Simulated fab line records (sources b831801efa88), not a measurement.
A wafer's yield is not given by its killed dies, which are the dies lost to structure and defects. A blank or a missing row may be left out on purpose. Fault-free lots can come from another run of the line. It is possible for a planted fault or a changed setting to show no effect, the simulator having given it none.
2 desks looking at one fault / flow sfq line / what lay behind the numbers comes last; until then each desk has only its own

TOOL OWNER'S DESK, cmp-02
The tool's own readings at SFQ_TRILAYER_I4_CMP_CMP_100 (polishes SiO2): means of the sampled wafers that have a number, for each lot that ran on this tool. A lot is out of limits, marked OUT, if its mean lies more than 4 standard deviations from the usual mean; the brackets give that distance.
Columns: A = motor current A at SFQ_TRILAYER_I4_CMP_CMP_100, usual 9.5 A; B = time to endpoint s at SFQ_TRILAYER_I4_CMP_CMP_100, usual 214 s
lot=L751; first seen here=day 47 16:37; A=9.4; B=225
lot=L752; first seen here=day 49 06:37; A=8.9; B=207
lot=L756; first seen here=day 51 13:09; A=9.1; B=221
lot=L764; first seen here=day 54 08:01; A=9.5; B=203
lot=L765; first seen here=day 54 15:01; A=9.0; B=200
lot=L766; first seen here=day 55 05:01; A=9.2; B=207
lot=L772; first seen here=day 58 23:53; A=8.7; B=216
lot=L773; first seen here=day 59 02:23; A=8.7; B=209
This desk's finding: nothing out of limits on any of the 8 lots.

FROM THE METROLOGY DESK
What the gauges read, lot by lot, whatever tool the lot ran on: means of the sampled wafers that have a number. A lot is out of limits, marked OUT, if its mean lies more than 4 standard deviations from the usual mean; the brackets give that distance.
Columns: A = I6_OVL at SFQ_I6_OVL_MEAS_942, usual 0 nm
lot=L751; first seen here=day 67 11:00; A=6
lot=L752; first seen here=day 67 19:38; A=1
lot=L753; first seen here=day 69 05:11; A=-4
lot=L754; first seen here=day 72 21:09; A=4
lot=L755; first seen here=day 72 22:20; A=4
lot=L756; first seen here=day 72 23:32; A=-2
lot=L764; first seen here=day 76 03:23; A=5
lot=L765; first seen here=day 76 09:23; A=-4
lot=L766; first seen here=day 76 14:11; A=4
lot=L769; first seen here=day 76 23:47; A=3
lot=L770; first seen here=day 78 14:11; A=2
lot=L771; first seen here=day 78 18:59; A=6
lot=L772; first seen here=day 79 02:19; A=3
lot=L773; first seen here=day 79 04:56; A=-2
lot=L774; first seen here=day 79 06:08; A=-6
This desk's finding: nothing out of limits on any of the 15 lots.

TAKEN TOGETHER
The tool owner's desk saw nothing out of limits.
Metrology desk: nothing out of limits seen.

WHAT THE SIMULATOR PUT IN
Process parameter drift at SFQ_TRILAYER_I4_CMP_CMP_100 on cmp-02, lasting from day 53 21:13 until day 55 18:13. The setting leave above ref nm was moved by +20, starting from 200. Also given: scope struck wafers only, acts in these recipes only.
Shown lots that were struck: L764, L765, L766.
